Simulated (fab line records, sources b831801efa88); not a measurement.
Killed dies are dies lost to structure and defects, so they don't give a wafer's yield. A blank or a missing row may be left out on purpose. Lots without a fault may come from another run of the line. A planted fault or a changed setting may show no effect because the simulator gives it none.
A struck lot beside a sound one | flow sky130 | 15 steps out of a route of 708
Sound: wafers L764.2, L764.3, L764.5. Struck: wafers L775.4, L775.6. The cause comes at the end.
At each step with rows: each side's tool, then ch and its chambers, then its first start. Under that, the readings that differ: sound wafers | struck wafers | difference of the means | sigmas: that difference in standard deviations of wafers without a fault.
alike: readings whose means differ by less than 2 such deviations, and words and numbers that are the same on both sides. not compared: withheld readings, readings that some wafer has no value for, bounds like >300 that may hide the same value, and numbers for which the record gives no deviation and whose values overlap.
The two part at a step that has a row with sigmas, a row that says differs or no value, or rows on one side only. Numbers that don't overlap but have no deviation are shown without sigmas and don't part them. A reading that every wafer of one side lacks parts them only if that side has two wafers or more.

SKY_SPACER_ETCHBACK_02: etches Si3N4 in CH3F/O2, stops on SiO2, time 46.7 s, target depth 45 nm.
  sound on rie_diel-02 ch 1,2, day 22 22:02; struck on rie_diel-01 ch 1,3, day 27 01:14
  reading                     | sound       | struck  | difference | sigmas
  drypump_motor_current_A (A) | 6.4 6.0 6.5 | 5.5 4.9 | -1.1       | -3
  alike: bias_w, oes_product_au, throttle_valve_pct
  not compared: rf_hours_counter_h
then, 8 steps without rows for these wafers: SKY_POLY_CUT_DEHYDRATE_00 (time 60 s); SKY_POLY_CUT_HMDS_01 (prime time 60 s); SKY_POLY_CUT_COAT_02 (resist thk 60 nm); SKY_POLY_CUT_COAT_03 (resist thk 450 nm); SKY_POLY_CUT_SOFTBAKE_04 (time 90 s); SKY_POLY_CUT_EXPOSE_05 (exposes mask NPCM, target cd 270 nm); SKY_POLY_CUT_PEB_06; SKY_POLY_CUT_DEVELOP_07 (develop time 60 s).
SKY_POLY_CUT_CD_MEAS_08: target cd 270 nm.
  sound on cd_sem-02, day 24 04:04; struck on cd_sem-02, day 28 06:38
  alike: cd_nm
SKY_POLY_CUT_OVL_MEAS_09:
  sound on overlay-01, day 24 04:10; struck on overlay-02, day 28 06:43
  alike: POLY_CUT_OVL
SKY_POLY_CUT_ETCH_10: etches BARC in N2/H2, stops on SiO2, time 45.9 s, target depth 60 nm.
  sound on rie_diel-02 ch 1,2,3, day 24 04:11; struck on rie_diel-01 ch 1,3, day 28 06:44
  reading                     | sound       | struck  | difference | sigmas
  drypump_motor_current_A (A) | 6.5 6.0 6.1 | 5.5 5.0 | -1.0       | -2
  alike: bias_w, oes_product_au, throttle_valve_pct
  not compared: rf_hours_counter_h
SKY_POLY_CUT_ETCH_11: etches Si3N4 in CF4/CH2F2/Ar, stops on poly-Si, time 42.5 s, target depth 60 nm.
  sound on rie_diel-02 ch 1,2,3, day 24 04:14; struck on rie_diel-01 ch 1,3, day 28 06:46
  reading                              | sound             | struck      | difference | sigmas
  drypump_motor_current_A (A)          | 6.4 6.0 6.2       | 5.5 4.9     | -1.0       | -2
  oes_product_au (a.u.)                | 0.827 0.835 0.835 | 0.804 0.830 | -0.015     | -2
  model.POLY_CUT.feature_depth_nm (nm) | 61.97 62.43 61.85 | 60.82 61.26 | -1.04      |
  model.etch.depth_nm (nm)             | 61.97 62.43 61.85 | 60.82 61.26 | -1.04      |
  alike: bias_w, throttle_valve_pct
  not compared: rf_hours_counter_h
SKY_POLY_CUT_STRIP_12: strips in O2/N2.
  sound on plasma_asher-02 ch 0,1, day 24 04:17; struck on plasma_asher-02 ch 0,1, day 28 06:51
  alike: drypump_motor_current_A, oes_product_au, strip_time_to_endpoint_s
  not compared: rf_hours_counter_h
-- the record jumps here: 20 days lie between the struck wafers' starts before and after (it left off in module POLY_CUT and takes up again in module PAD_OPEN, whose first step shown is number 708 of the route) --
SKY_PAD_OPEN_PROBE_99:
  the record has rows for the struck wafers here (prober-01, day 48 14:34) and none for the sound ones

WHERE THEY PART
First at SKY_SPACER_ETCHBACK_02; last, within this record, at SKY_PAD_OPEN_PROBE_99.

WHY: what the simulator had put in
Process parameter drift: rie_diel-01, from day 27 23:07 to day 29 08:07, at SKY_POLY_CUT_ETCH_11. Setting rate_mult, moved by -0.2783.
